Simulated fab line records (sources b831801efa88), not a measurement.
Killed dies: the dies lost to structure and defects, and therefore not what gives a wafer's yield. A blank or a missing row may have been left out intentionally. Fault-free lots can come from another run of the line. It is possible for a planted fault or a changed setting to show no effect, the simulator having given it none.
8D (eight disciplines) problem report, filled in by code :: flow gf180mcu :: the parts of the form that need people (team, actions taken, sign-off) are left out

## 1. THE ISSUE
CONTACT_W_RS at GF_CONTACT_RS_MEAS_25 reads a mean of 0.283 ohm/sq on 1 wafer of 1 lot; wafers without a fault read 0.379 ohm/sq with a standard deviation of 0.0048. Measured from the usual mean, that is -20 standard deviations.
The step: measures by four-point-probe.
Earliest sighting: wafer L482.6 on film metro-02 at day 22 13:14. The record holds 36 wafers of 12 lots with a number at this step. Rule for "out" (also "out of limits"): further than 4 standard deviations from the usual mean. The other wafers with a number count as sound.

## 2. WHAT THIS IS AND IS NOT
question: which readings at this step
is: CONTACT_W_RS
is not: -

question: which lots
is: L482
is not: L466, L467, L468, L470, L471, L472, L473, L474, L476, L478, L481

question: which wafers of those lots
is: L482.6
is not: L482.2, L482.4

question: read on which gauges
is: film metro-02
is not: film metro-03, film metro-04

question: when
is: from day 22 13:14
is not: up to then (35 sound wafers)

## 3. WHAT RULES OUT EACH SUSPECT
Counting: any tool at a process step up to the reading remains a suspect provided it ran every lot that is out. Sound lots after the first of them don't rule it out here, since some wafers of a struck lot are sound.
- the gauge at GF_CONTACT_RS_MEAS_25: kept. All the wafers that are out were read on film metro-02, and no step on other tools shows them out.
- rtp anneal-02 at GF_SALICIDE_RTA_08 (time 30 s): kept. The lot that is out, L482, ran on it at day 21 12:02; the last sound lot it ran before that was L481, at day 21 00:55.
- cmp-02 at GF_CONTACT_CMP_04 (polishes SiO2): kept. The lot that is out, L482, ran on it at day 21 12:26; the last sound lot it ran before that was L476, at day 19 11:59.
- cvd w-02 at GF_CONTACT_CVD_24 (deposits W, target thk 300 nm, time 90.339 s): kept. The lot that is out, L482, ran on it at day 22 13:07; the last sound lot it ran before that was L478, at day 21 07:53.
- Within cmp-02 at GF_CONTACT_CMP_04: the wafers that are out ran in chamber 0; their sound lot-mates ran in chambers 2, 3.
Left after counting: rtp anneal-02 at GF_SALICIDE_RTA_08, cmp-02 at GF_CONTACT_CMP_04, cvd w-02 at GF_CONTACT_CVD_24, film metro-02 at GF_CONTACT_RS_MEAS_25.

## 4. THE CAUSE (what the simulator had put in)
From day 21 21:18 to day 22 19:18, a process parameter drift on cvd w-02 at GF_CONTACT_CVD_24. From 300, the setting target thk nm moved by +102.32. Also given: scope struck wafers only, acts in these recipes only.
This tool is one of the 4 suspects left after counting.

## 5. THE EFFECT CHAIN, in route order
Rows list readings where the struck wafers' mean (over those with a number) sits beyond 3 standard deviations from the usual. Only readings whose record carries a usual standard deviation are examined. hours: median over the lots of the time between each lot's start at the first step of this table that gives one and its start at this step. sigmas: the change, counted in usual standard deviations.
hours: 0
step: GF_CONTACT_RS_MEAS_25
reading: CONTACT_W_RS
usual: 0.379 ohm/sq
on struck wafers: 0.283
change: -0.096
sigmas: -20

hours: 0
step: GF_CONTACT_THK_MEAS_26
reading: CONTACT_W_THK
usual: 308 nm
on struck wafers: 408
change: +100
sigmas: +23

hours: 0
step: GF_CONTACT_CMP_27
reading: time to endpoint s
usual: 73 s
on struck wafers: 93
change: +20
sigmas: +4.0
Its process steps:
- GF_CONTACT_CMP_27: polishes, stops on SiO2, t overpolish 15 s, target thk 0 nm.

## 6. HOW IT WOULD HAVE BEEN CAUGHT EARLIER
In this record the first reading out of limits at a measuring or inspecting step was taken at day 22 13:14, 16 hours after the fault began at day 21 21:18.
Of the tool readings at GF_CONTACT_CVD_24 for which the record gives a usual standard deviation, none was out on any struck wafer, so an alarm limit of 4 standard deviations on them would not have fired.
All the lots that are out (1) had begun GF_CONTACT_CVD_24 on cvd w-02 by day 22 13:14. A hold on the tool at that time would have spared none of them.
